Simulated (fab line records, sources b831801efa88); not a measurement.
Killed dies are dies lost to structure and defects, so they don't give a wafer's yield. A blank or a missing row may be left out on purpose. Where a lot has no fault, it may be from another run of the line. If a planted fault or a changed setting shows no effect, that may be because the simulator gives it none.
fab line records || flow gf180mcu || part 2 of 2: steps 29 to 39 of 39
[record] {"lots": 5, "wafers": 15, "lastDay": 33}
route steps=602 shown HV_LDD@214 NSD@235 PSD@248
lots that met no fault: from a run of the same line without faults
startH: hours from the record's first day to the start of the lot's first wafer shown || waitH: hours elapsed since this lot's preceding step || " same as the row above || L1.1+2: a row that stands for several wafers || - either no value or no given start || * or withheld: withheld || < > ~ a bound
route shown NAME@n: names a module that has steps shown in the file, with the first one's number in the route || usual: average and standard deviation across the fault-free wafers || same: alike in all rows || chamber/n: place in a boat || sites: readings site by site || _std_site: how widely they spread, as a standard deviation || _edge_site: inner sites' mean taken away from outer sites' mean || radiusMm: how far each site lies from the wafer's centre || mask NAME#n: copy n || behind: the last tool/chamber to shape the wafer || hold: what put the lot on hold/how long, in hours/how the hold closed || device: the n, p or np transistor that did not switch || end of line: the tests these same wafers got at the end of their route || step lacking rows: just its recipe || killed: count of dies lost to structure and defects at first sort (not the wafer's yield) || map: dies across one wafer; x = killed, . = not, _ = none there
set.NAME: setting as actually run; set.NAME@STEP: the setting as run at that earlier step || model.NAME: the simulator's own value behind a step, which no gauge read
lots at selected steps of the route; one table per step, one row per wafer
services: from which hour (startH, from the record's first day; less than 0 if before it) a tool's chamber was out of use, for how many hours, and why
[[steps]]
[step GF_NSD_CD_MEAS_07]
[recipe] {"targetCdNm": 400}
[usual] {"cdNm": "400.2/1.8"}
{"lot.wafer": "L076.4", "tool": "cdSem-01", "chamber": "-", "startH": 323.06, "waitH": 0.1, "cdNm": 399.6}
{"lot.wafer": "L076.5", "tool": "cdSem-01", "chamber": "-", "startH": 323.06, "waitH": 0.1, "cdNm": 400.8}
{"lot.wafer": "L076.6", "tool": "cdSem-01", "chamber": "-", "startH": 323.06, "waitH": 0.1, "cdNm": 400.3}
{"lot.wafer": "L078.2", "tool": "cdSem-02", "chamber": "-", "startH": 337.07, "waitH": 0.1, "cdNm": 399.8}
{"lot.wafer": "L078.4", "tool": "cdSem-02", "chamber": "-", "startH": 337.07, "waitH": 0.1, "cdNm": 400.4}
{"lot.wafer": "L078.5", "tool": "cdSem-02", "chamber": "-", "startH": 337.07, "waitH": 0.1, "cdNm": 401.4}
{"lot.wafer": "L080.1", "tool": "cdSem-01", "chamber": "-", "startH": 340.42, "waitH": 0.1, "cdNm": 400.1}
{"lot.wafer": "L080.4", "tool": "cdSem-01", "chamber": "-", "startH": 340.42, "waitH": 0.1, "cdNm": 398.7}
{"lot.wafer": "L080.6", "tool": "cdSem-01", "chamber": "-", "startH": 340.42, "waitH": 0.1, "cdNm": 399.6}
{"lot.wafer": "L089.1", "tool": "cdSem-02", "chamber": "-", "startH": 414.32, "waitH": 0.1, "cdNm": 398.1}
{"lot.wafer": "L089.4", "tool": "cdSem-02", "chamber": "-", "startH": 414.32, "waitH": 0.1, "cdNm": 397.2}
{"lot.wafer": "L089.6", "tool": "cdSem-02", "chamber": "-", "startH": 414.32, "waitH": 0.1, "cdNm": 398.2}
{"lot.wafer": "L091.3", "tool": "cdSem-02", "chamber": "-", "startH": 431.63, "waitH": 0.1, "cdNm": 400.1}
{"lot.wafer": "L091.4", "tool": "cdSem-02", "chamber": "-", "startH": 431.63, "waitH": 0.1, "cdNm": 401.6}
{"lot.wafer": "L091.6", "tool": "cdSem-02", "chamber": "-", "startH": 431.63, "waitH": 0.1, "cdNm": 398.9}
[step GF_NSD_OVL_MEAS_08]
[usual] {"NSD_OVL": "-0.2/1.4"}
{"lot.wafer": "L076.4", "tool": "overlay-01", "chamber": "-", "startH": 323.14, "waitH": 0.1, "NSD_OVL[nm]": -1.3}
{"lot.wafer": "L076.5", "tool": "overlay-01", "chamber": "-", "startH": 323.14, "waitH": 0.1, "NSD_OVL[nm]": -1.2}
{"lot.wafer": "L076.6", "tool": "overlay-01", "chamber": "-", "startH": 323.14, "waitH": 0.1, "NSD_OVL[nm]": 0.1}
{"lot.wafer": "L078.2", "tool": "overlay-01", "chamber": "-", "startH": 337.18, "waitH": 0.1, "NSD_OVL[nm]": -2.9}
{"lot.wafer": "L078.4", "tool": "overlay-01", "chamber": "-", "startH": 337.18, "waitH": 0.1, "NSD_OVL[nm]": -2.0}
{"lot.wafer": "L078.5", "tool": "overlay-01", "chamber": "-", "startH": 337.18, "waitH": 0.1, "NSD_OVL[nm]": -2.2}
{"lot.wafer": "L080.1", "tool": "overlay-01", "chamber": "-", "startH": 340.54, "waitH": 0.1, "NSD_OVL[nm]": 2.8}
{"lot.wafer": "L080.4", "tool": "overlay-01", "chamber": "-", "startH": 340.54, "waitH": 0.1, "NSD_OVL[nm]": 3.0}
{"lot.wafer": "L080.6", "tool": "overlay-01", "chamber": "-", "startH": 340.54, "waitH": 0.1, "NSD_OVL[nm]": 2.1}
{"lot.wafer": "L089.1", "tool": "overlay-02", "chamber": "-", "startH": 414.44, "waitH": 0.1, "NSD_OVL[nm]": -0.7}
{"lot.wafer": "L089.4", "tool": "overlay-02", "chamber": "-", "startH": 414.44, "waitH": 0.1, "NSD_OVL[nm]": -1.8}
{"lot.wafer": "L089.6", "tool": "overlay-02", "chamber": "-", "startH": 414.44, "waitH": 0.1, "NSD_OVL[nm]": -0.6}
{"lot.wafer": "L091.3", "tool": "overlay-02", "chamber": "-", "startH": 431.72, "waitH": 0.1, "NSD_OVL[nm]": 0.1}
{"lot.wafer": "L091.4", "tool": "overlay-02", "chamber": "-", "startH": 431.72, "waitH": 0.1, "NSD_OVL[nm]": 0.1}
{"lot.wafer": "L091.6", "tool": "overlay-02", "chamber": "-", "startH": 431.72, "waitH": 0.1, "NSD_OVL[nm]": -0.8}
[step GF_NSD_IMPLANT_09]
[recipe] {"species": "As", "energyKev": 60, "doseCm2": 4e+15, "tiltDeg": 7}
[usual] {"faradayCurrentUA": "12635/1100"}
{"lot.wafer": "L076.4", "tool": "implanter-01", "chamber": 0, "startH": 323.23, "waitH": 0.1, "faradayCurrentUA": 13545}
{"lot.wafer": "L076.5", "tool": "implanter-01", "chamber": 0, "startH": 323.23, "waitH": 0.1, "faradayCurrentUA": 13640}
{"lot.wafer": "L076.6", "tool": "implanter-01", "chamber": 0, "startH": 323.23, "waitH": 0.1, "faradayCurrentUA": 13374}
{"lot.wafer": "L078.2", "tool": "implanter-02", "chamber": 0, "startH": 337.23, "waitH": 0.0, "faradayCurrentUA": 12060}
{"lot.wafer": "L078.4", "tool": "implanter-02", "chamber": 0, "startH": 337.23, "waitH": 0.0, "faradayCurrentUA": 12748}
{"lot.wafer": "L078.5", "tool": "implanter-02", "chamber": 0, "startH": 337.23, "waitH": 0.0, "faradayCurrentUA": 12165}
{"lot.wafer": "L080.1", "tool": "implanter-01", "chamber": 0, "startH": 340.58, "waitH": 0.0, "faradayCurrentUA": 13620}
{"lot.wafer": "L080.4", "tool": "implanter-01", "chamber": 0, "startH": 340.58, "waitH": 0.0, "faradayCurrentUA": 13564}
{"lot.wafer": "L080.6", "tool": "implanter-01", "chamber": 0, "startH": 340.58, "waitH": 0.0, "faradayCurrentUA": 13968}
{"lot.wafer": "L089.1", "tool": "implanter-01", "chamber": 0, "startH": 414.48, "waitH": 0.0, "faradayCurrentUA": 13602}
{"lot.wafer": "L089.4", "tool": "implanter-01", "chamber": 0, "startH": 414.48, "waitH": 0.0, "faradayCurrentUA": 13260}
{"lot.wafer": "L089.6", "tool": "implanter-01", "chamber": 0, "startH": 414.48, "waitH": 0.0, "faradayCurrentUA": 14027}
{"lot.wafer": "L091.3", "tool": "implanter-03", "chamber": 0, "startH": 431.79, "waitH": 0.1, "faradayCurrentUA": 11439}
{"lot.wafer": "L091.4", "tool": "implanter-03", "chamber": 0, "startH": 431.79, "waitH": 0.1, "faradayCurrentUA": 11699}
{"lot.wafer": "L091.6", "tool": "implanter-03", "chamber": 0, "startH": 431.79, "waitH": 0.1, "faradayCurrentUA": 11437}
[step GF_NSD_IMPLANT_10]
[recipe] {"species": "P", "energyKev": 40, "doseCm2": 5e+14, "tiltDeg": 7}
[usual] {"faradayCurrentUA": "2786/55"}
{"lot.wafer": "L076.4", "tool": "implanter-01", "chamber": 0, "startH": 323.38, "waitH": 0.1, "faradayCurrentUA": 2777}
{"lot.wafer": "L076.5", "tool": "implanter-01", "chamber": 0, "startH": 323.38, "waitH": 0.1, "faradayCurrentUA": 2933}
{"lot.wafer": "L076.6", "tool": "implanter-01", "chamber": 0, "startH": 323.38, "waitH": 0.1, "faradayCurrentUA": 2736}
{"lot.wafer": "L078.2", "tool": "implanter-02", "chamber": 0, "startH": 337.38, "waitH": 0.1, "faradayCurrentUA": 2793}
{"lot.wafer": "L078.4", "tool": "implanter-02", "chamber": 0, "startH": 337.38, "waitH": 0.1, "faradayCurrentUA": 2692}
{"lot.wafer": "L078.5", "tool": "implanter-02", "chamber": 0, "startH": 337.38, "waitH": 0.1, "faradayCurrentUA": 2712}
{"lot.wafer": "L080.1", "tool": "implanter-01", "chamber": 0, "startH": 340.73, "waitH": 0.1, "faradayCurrentUA": 2800}
{"lot.wafer": "L080.4", "tool": "implanter-01", "chamber": 0, "startH": 340.73, "waitH": 0.1, "faradayCurrentUA": 2743}
{"lot.wafer": "L080.6", "tool": "implanter-01", "chamber": 0, "startH": 340.73, "waitH": 0.1, "faradayCurrentUA": 2828}
{"lot.wafer": "L089.1", "tool": "implanter-01", "chamber": 0, "startH": 414.63, "waitH": 0.1, "faradayCurrentUA": 2700}
{"lot.wafer": "L089.4", "tool": "implanter-01", "chamber": 0, "startH": 414.63, "waitH": 0.1, "faradayCurrentUA": 2772}
{"lot.wafer": "L089.6", "tool": "implanter-01", "chamber": 0, "startH": 414.63, "waitH": 0.1, "faradayCurrentUA": 2854}
{"lot.wafer": "L091.3", "tool": "implanter-03", "chamber": 0, "startH": 431.94, "waitH": 0.1, "faradayCurrentUA": 2771}
{"lot.wafer": "L091.4", "tool": "implanter-03", "chamber": 0, "startH": 431.94, "waitH": 0.1, "faradayCurrentUA": 2808}
{"lot.wafer": "L091.6", "tool": "implanter-03", "chamber": 0, "startH": 431.94, "waitH": 0.1, "faradayCurrentUA": 2847}
[step GF_NSD_STRIP_11]
[recipe] {"chemistry": "O2/N2", "powerW": 1400, "pressureMtorr": 1500, "platenTempC": 250, "o2FlowSccm": 3000, "n2FlowSccm": 300, "overashFraction": 0.5}
[usual] {"drypumpMotorCurrentA": "5.49/0.25", "heaterPowerW": "344/26", "o2FlowSccm": "3000/8.7", "oesProductAu": "0.487/0.0044", "stripTimeToEndpointS": "22.95/0.046"}
{"lot.wafer": "L076.4", "tool": "plasmaAsher-04", "chamber": 0, "startH": 323.49, "waitH": 0.1, "drypumpMotorCurrentA": 5.54, "heaterPowerW": 337, "o2FlowSccm": 3003, "oesProductAu": 0.493, "rfHoursCounterH": "-", "stripTimeToEndpointS": 23.00}
{"lot.wafer": "L076.5", "tool": "plasmaAsher-04", "chamber": 0, "startH": 323.49, "waitH": 0.1, "drypumpMotorCurrentA": 5.53, "heaterPowerW": 341, "o2FlowSccm": 3004, "oesProductAu": 0.488, "rfHoursCounterH": "-", "stripTimeToEndpointS": 22.98}
{"lot.wafer": "L076.6", "tool": "plasmaAsher-04", "chamber": 1, "startH": 323.49, "waitH": 0.1, "drypumpMotorCurrentA": 5.74, "heaterPowerW": 366, "o2FlowSccm": 3001, "oesProductAu": 0.485, "rfHoursCounterH": "-", "stripTimeToEndpointS": 22.97}
{"lot.wafer": "L078.2", "tool": "plasmaAsher-01", "chamber": 0, "startH": 337.51, "waitH": 0.1, "drypumpMotorCurrentA": 5.73, "heaterPowerW": 368, "o2FlowSccm": 2995, "oesProductAu": 0.490, "rfHoursCounterH": 71, "stripTimeToEndpointS": 22.91}
{"lot.wafer": "L078.4", "tool": "plasmaAsher-01", "chamber": 1, "startH": 337.51, "waitH": 0.1, "drypumpMotorCurrentA": 5.07, "heaterPowerW": 319, "o2FlowSccm": 2998, "oesProductAu": 0.491, "rfHoursCounterH": "-", "stripTimeToEndpointS": 22.93}
{"lot.wafer": "L078.5", "tool": "plasmaAsher-01", "chamber": 1, "startH": 337.51, "waitH": 0.1, "drypumpMotorCurrentA": 5.10, "heaterPowerW": 326, "o2FlowSccm": 2992, "oesProductAu": 0.486, "rfHoursCounterH": "-", "stripTimeToEndpointS": 22.92}
{"lot.wafer": "L080.1", "tool": "plasmaAsher-01", "chamber": 0, "startH": 340.88, "waitH": 0.1, "drypumpMotorCurrentA": 5.72, "heaterPowerW": 373, "o2FlowSccm": 2999, "oesProductAu": 0.483, "rfHoursCounterH": 71, "stripTimeToEndpointS": 22.93}
{"lot.wafer": "L080.4", "tool": "plasmaAsher-01", "chamber": 0, "startH": 340.88, "waitH": 0.1, "drypumpMotorCurrentA": 5.72, "heaterPowerW": 371, "o2FlowSccm": 2996, "oesProductAu": 0.485, "rfHoursCounterH": "-", "stripTimeToEndpointS": 22.96}
{"lot.wafer": "L080.6", "tool": "plasmaAsher-01", "chamber": 1, "startH": 340.88, "waitH": 0.1, "drypumpMotorCurrentA": 5.09, "heaterPowerW": 321, "o2FlowSccm": 3008, "oesProductAu": 0.488, "rfHoursCounterH": "-", "stripTimeToEndpointS": 22.95}
{"lot.wafer": "L089.1", "tool": "plasmaAsher-04", "chamber": 1, "startH": 414.78, "waitH": 0.1, "drypumpMotorCurrentA": 5.75, "heaterPowerW": 370, "o2FlowSccm": 3005, "oesProductAu": 0.479, "rfHoursCounterH": 62, "stripTimeToEndpointS": 23.04}
{"lot.wafer": "L089.4", "tool": "plasmaAsher-04", "chamber": 0, "startH": 414.78, "waitH": 0.1, "drypumpMotorCurrentA": 5.53, "heaterPowerW": 335, "o2FlowSccm": 3002, "oesProductAu": 0.486, "rfHoursCounterH": "-", "stripTimeToEndpointS": 23.00}
{"lot.wafer": "L089.6", "tool": "plasmaAsher-04", "chamber": 0, "startH": 414.78, "waitH": 0.1, "drypumpMotorCurrentA": 5.51, "heaterPowerW": 333, "o2FlowSccm": 3017, "oesProductAu": 0.496, "rfHoursCounterH": "-", "stripTimeToEndpointS": 22.99}
{"lot.wafer": "L091.3", "tool": "plasmaAsher-04", "chamber": 1, "startH": 432.07, "waitH": 0.1, "drypumpMotorCurrentA": 5.71, "heaterPowerW": 372, "o2FlowSccm": 2993, "oesProductAu": 0.487, "rfHoursCounterH": "-", "stripTimeToEndpointS": 22.97}
{"lot.wafer": "L091.4", "tool": "plasmaAsher-04", "chamber": 0, "startH": 432.07, "waitH": 0.1, "drypumpMotorCurrentA": 5.50, "heaterPowerW": 336, "o2FlowSccm": 3007, "oesProductAu": 0.487, "rfHoursCounterH": "-", "stripTimeToEndpointS": 22.95}
{"lot.wafer": "L091.6", "tool": "plasmaAsher-04", "chamber": 0, "startH": 432.07, "waitH": 0.1, "drypumpMotorCurrentA": 5.50, "heaterPowerW": 339, "o2FlowSccm": 3013, "oesProductAu": 0.485, "rfHoursCounterH": "-", "stripTimeToEndpointS": 22.94}
[step GF_NSD_TW_MEAS_12]
[usual] {"NSD_TW": "4236/33"}
{"lot.wafer": "L076.4", "tool": "filmMetro-03", "chamber": "-", "startH": 323.59, "waitH": 0.1, "NSD_TW": 4227}
{"lot.wafer": "L076.5", "tool": "filmMetro-03", "chamber": "-", "startH": 323.59, "waitH": 0.1, "NSD_TW": 4236}
{"lot.wafer": "L076.6", "tool": "filmMetro-03", "chamber": "-", "startH": 323.59, "waitH": 0.1, "NSD_TW": 4257}
{"lot.wafer": "L078.2", "tool": "filmMetro-03", "chamber": "-", "startH": 337.62, "waitH": 0.1, "NSD_TW": 4225}
{"lot.wafer": "L078.4", "tool": "filmMetro-03", "chamber": "-", "startH": 337.62, "waitH": 0.1, "NSD_TW": 4257}
{"lot.wafer": "L078.5", "tool": "filmMetro-03", "chamber": "-", "startH": 337.62, "waitH": 0.1, "NSD_TW": 4253}
{"lot.wafer": "L080.1", "tool": "filmMetro-03", "chamber": "-", "startH": 340.98, "waitH": 0.1, "NSD_TW": 4213}
{"lot.wafer": "L080.4", "tool": "filmMetro-03", "chamber": "-", "startH": 340.98, "waitH": 0.1, "NSD_TW": 4224}
{"lot.wafer": "L080.6", "tool": "filmMetro-03", "chamber": "-", "startH": 340.98, "waitH": 0.1, "NSD_TW": 4217}
{"lot.wafer": "L089.1", "tool": "filmMetro-03", "chamber": "-", "startH": 414.88, "waitH": 0.1, "NSD_TW": 4206}
{"lot.wafer": "L089.4", "tool": "filmMetro-03", "chamber": "-", "startH": 414.88, "waitH": 0.1, "NSD_TW": 4182}
{"lot.wafer": "L089.6", "tool": "filmMetro-03", "chamber": "-", "startH": 414.88, "waitH": 0.1, "NSD_TW": 4199}
{"lot.wafer": "L091.3", "tool": "filmMetro-02", "chamber": "-", "startH": 432.16, "waitH": 0.1, "NSD_TW": 4262}
{"lot.wafer": "L091.4", "tool": "filmMetro-02", "chamber": "-", "startH": 432.16, "waitH": 0.1, "NSD_TW": 4272}
{"lot.wafer": "L091.6", "tool": "filmMetro-02", "chamber": "-", "startH": 432.16, "waitH": 0.1, "NSD_TW": 4297}
[step GF_PSD_DEHYDRATE_00]
[recipe] {"tempC": 200, "timeS": 60}
[usual] {"plateTempC": "199.99/0.17"}
{"lot.wafer": "L076.4", "tool": "lithoTrack-03", "chamber": 0, "startH": 333.08, "waitH": 9.5, "plateTempC": 199.57}
{"lot.wafer": "L076.5", "tool": "lithoTrack-03", "chamber": 0, "startH": 333.08, "waitH": 9.5, "plateTempC": 200.01}
{"lot.wafer": "L076.6", "tool": "lithoTrack-03", "chamber": 0, "startH": 333.08, "waitH": 9.5, "plateTempC": 199.88}
{"lot.wafer": "L078.2", "tool": "lithoTrack-04", "chamber": 0, "startH": 346.65, "waitH": 9.0, "plateTempC": 200.32}
{"lot.wafer": "L078.4", "tool": "lithoTrack-04", "chamber": 0, "startH": 346.65, "waitH": 9.0, "plateTempC": 200.41}
{"lot.wafer": "L078.5", "tool": "lithoTrack-04", "chamber": 0, "startH": 346.65, "waitH": 9.0, "plateTempC": 200.05}
{"lot.wafer": "L080.1", "tool": "lithoTrack-01", "chamber": 0, "startH": 350.49, "waitH": 9.5, "plateTempC": 200.18}
{"lot.wafer": "L080.4", "tool": "lithoTrack-01", "chamber": 0, "startH": 350.49, "waitH": 9.5, "plateTempC": 200.12}
{"lot.wafer": "L080.6", "tool": "lithoTrack-01", "chamber": 0, "startH": 350.49, "waitH": 9.5, "plateTempC": 199.86}
{"lot.wafer": "L089.1", "tool": "lithoTrack-03", "chamber": 0, "startH": 426.46, "waitH": 11.6, "plateTempC": 199.70}
{"lot.wafer": "L089.4", "tool": "lithoTrack-03", "chamber": 0, "startH": 426.46, "waitH": 11.6, "plateTempC": 199.78}
{"lot.wafer": "L089.6", "tool": "lithoTrack-03", "chamber": 0, "startH": 426.46, "waitH": 11.6, "plateTempC": 199.72}
{"lot.wafer": "L091.3", "tool": "lithoTrack-01", "chamber": 0, "startH": 443.29, "waitH": 11.1, "plateTempC": 199.85}
{"lot.wafer": "L091.4", "tool": "lithoTrack-01", "chamber": 0, "startH": 443.29, "waitH": 11.1, "plateTempC": 200.12}
{"lot.wafer": "L091.6", "tool": "lithoTrack-01", "chamber": 0, "startH": 443.29, "waitH": 11.1, "plateTempC": 199.91}
[step GF_PSD_HMDS_01]
[recipe] {"primeTimeS": 60, "primeTempC": 120}
{"lot.wafer": "L076.4+5+6", "tool": "lithoTrack-03", "chamber": 0, "startH": 333.23, "waitH": 0.1}
{"lot.wafer": "L078.2+4+5", "tool": "lithoTrack-04", "chamber": 0, "startH": 346.80, "waitH": 0.1}
{"lot.wafer": "L080.1+4+6", "tool": "lithoTrack-01", "chamber": 0, "startH": 350.64, "waitH": 0.1}
{"lot.wafer": "L089.1+4+6", "tool": "lithoTrack-03", "chamber": 0, "startH": 426.61, "waitH": 0.1}
{"lot.wafer": "L091.3+4+6", "tool": "lithoTrack-01", "chamber": 0, "startH": 443.44, "waitH": 0.1}
[step GF_PSD_COAT_02]
[recipe] {"resist": "NOVOLAK", "spinRpm": 3000, "resistThkNm": 1000}
{"lot.wafer": "L076.4+5+6", "tool": "lithoTrack-03", "chamber": 0, "startH": 333.38, "waitH": 0.1}
{"lot.wafer": "L078.2+4+5", "tool": "lithoTrack-04", "chamber": 0, "startH": 346.95, "waitH": 0.1}
{"lot.wafer": "L080.1+4+6", "tool": "lithoTrack-01", "chamber": 0, "startH": 350.79, "waitH": 0.1}
{"lot.wafer": "L089.1+4+6", "tool": "lithoTrack-03", "chamber": 0, "startH": 426.76, "waitH": 0.1}
{"lot.wafer": "L091.3+4+6", "tool": "lithoTrack-01", "chamber": 0, "startH": 443.59, "waitH": 0.1}
[step GF_PSD_SOFTBAKE_03]
[recipe] {"tempC": 90, "timeS": 60, "resist": "NOVOLAK"}
[usual] {"plateTempC": "90.02/0.12"}
{"lot.wafer": "L076.4", "tool": "lithoTrack-03", "chamber": 0, "startH": 333.53, "waitH": 0.1, "plateTempC": 90.12}
{"lot.wafer": "L076.5", "tool": "lithoTrack-03", "chamber": 0, "startH": 333.53, "waitH": 0.1, "plateTempC": 90.13}
{"lot.wafer": "L076.6", "tool": "lithoTrack-03", "chamber": 0, "startH": 333.53, "waitH": 0.1, "plateTempC": 89.97}
{"lot.wafer": "L078.2", "tool": "lithoTrack-04", "chamber": 0, "startH": 347.10, "waitH": 0.1, "plateTempC": 89.86}
{"lot.wafer": "L078.4", "tool": "lithoTrack-04", "chamber": 0, "startH": 347.10, "waitH": 0.1, "plateTempC": 90.13}
{"lot.wafer": "L078.5", "tool": "lithoTrack-04", "chamber": 0, "startH": 347.10, "waitH": 0.1, "plateTempC": 89.96}
{"lot.wafer": "L080.1", "tool": "lithoTrack-01", "chamber": 0, "startH": 350.94, "waitH": 0.1, "plateTempC": 89.90}
{"lot.wafer": "L080.4", "tool": "lithoTrack-01", "chamber": 0, "startH": 350.94, "waitH": 0.1, "plateTempC": 89.85}
{"lot.wafer": "L080.6", "tool": "lithoTrack-01", "chamber": 0, "startH": 350.94, "waitH": 0.1, "plateTempC": 89.93}
{"lot.wafer": "L089.1", "tool": "lithoTrack-03", "chamber": 0, "startH": 426.91, "waitH": 0.1, "plateTempC": 90.14}
{"lot.wafer": "L089.4", "tool": "lithoTrack-03", "chamber": 0, "startH": 426.91, "waitH": 0.1, "plateTempC": 90.09}
{"lot.wafer": "L089.6", "tool": "lithoTrack-03", "chamber": 0, "startH": 426.91, "waitH": 0.1, "plateTempC": 90.11}
{"lot.wafer": "L091.3", "tool": "lithoTrack-01", "chamber": 0, "startH": 443.74, "waitH": 0.1, "plateTempC": 90.29}
{"lot.wafer": "L091.4", "tool": "lithoTrack-01", "chamber": 0, "startH": 443.74, "waitH": 0.1, "plateTempC": 90.17}
{"lot.wafer": "L091.6", "tool": "lithoTrack-01", "chamber": 0, "startH": 443.74, "waitH": 0.1, "plateTempC": 90.04}
[step GF_PSD_EXPOSE_04]
[recipe] {"maskId": "Pplus", "targetCdNm": 400, "na": 0.6, "sourceShape": "conventional", "sigmaOuter": 0.6, "doseMj": 140}
{"lot.wafer": "L076.4+5+6", "tool": "ilineStepper-02", "chamber": 0, "startH": "-", "waitH": "-", "mask": "Pplus#0"}
{"lot.wafer": "L078.2+4+5", "tool": "ilineStepper-01", "chamber": 0, "startH": "-", "waitH": "-", "mask": "Pplus#0"}
{"lot.wafer": "L080.1+4+6", "tool": "ilineStepper-01", "chamber": 0, "startH": "-", "waitH": "-", "mask": "Pplus#0"}
{"lot.wafer": "L089.1+4+6", "tool": "ilineStepper-02", "chamber": 0, "startH": "-", "waitH": "-", "mask": "Pplus#0"}
{"lot.wafer": "L091.3+4+6", "tool": "ilineStepper-01", "chamber": 0, "startH": "-", "waitH": "-", "mask": "Pplus#0"}
[[services]]
{"tool": "plasmaAsher-01", "chamber": "-", "startH": 264.28, "hours": 2.8, "kind": "pm"}
{"tool": "ilineStepper-01", "chamber": "-", "startH": 264.54, "hours": 21.1, "kind": "repair"}
{"tool": "plasmaAsher-04", "chamber": "-", "startH": 272.04, "hours": 14.6, "kind": "pm"}
{"tool": "rieDiel-04", "chamber": 2, "startH": 273.48, "hours": 10.6, "kind": "repair"}
{"tool": "rieDiel-04", "chamber": "-", "startH": 285.11, "hours": 8.3, "kind": "repair"}
{"tool": "implanter-04", "chamber": "-", "startH": 288.81, "hours": 2.1, "kind": "repair"}
{"tool": "wetBench-03", "chamber": "-", "startH": 289.33, "hours": 2.6, "kind": "repair"}
{"tool": "rieDiel-04", "chamber": 0, "startH": 296.00, "hours": 4.2, "kind": "repair"}
{"tool": "plasmaAsher-04", "chamber": "-", "startH": 297.70, "hours": 4.1, "kind": "repair"}
{"tool": "ilineStepper-01", "chamber": "-", "startH": 302.30, "hours": 3.0, "kind": "repair"}
{"tool": "rieDiel-01", "chamber": 1, "startH": 306.74, "hours": 8.4, "kind": "repair"}
{"tool": "rtpAnneal-01", "chamber": "-", "startH": 308.20, "hours": 0.9, "kind": "pm"}
{"tool": "plasmaAsher-01", "chamber": "-", "startH": 315.31, "hours": 0.4, "kind": "repair"}
{"tool": "rieDiel-04", "chamber": 3, "startH": 315.62, "hours": 7.6, "kind": "repair"}
{"tool": "plasmaAsher-02", "chamber": "-", "startH": 333.48, "hours": 5.2, "kind": "repair"}
{"tool": "implanter-01", "chamber": "-", "startH": 354.25, "hours": 4.9, "kind": "repair"}
{"tool": "ilineStepper-02", "chamber": "-", "startH": 359.07, "hours": 1.7, "kind": "pm"}
{"tool": "rieDiel-02", "chamber": 1, "startH": 380.23, "hours": 5.3, "kind": "repair"}
{"tool": "rieDiel-01", "chamber": 3, "startH": 392.57, "hours": 6.7, "kind": "repair"}
{"tool": "implanter-04", "chamber": "-", "startH": 409.16, "hours": 5.8, "kind": "pm"}
{"tool": "rieDiel-04", "chamber": "-", "startH": 414.86, "hours": 0.3, "kind": "repair"}
{"tool": "plasmaAsher-03", "chamber": "-", "startH": 421.25, "hours": 9.0, "kind": "pm"}
{"tool": "ilineStepper-02", "chamber": "-", "startH": 427.71, "hours": 28.9, "kind": "pm"}
{"tool": "plasmaAsher-04", "chamber": "-", "startH": 432.62, "hours": 13.6, "kind": "repair"}
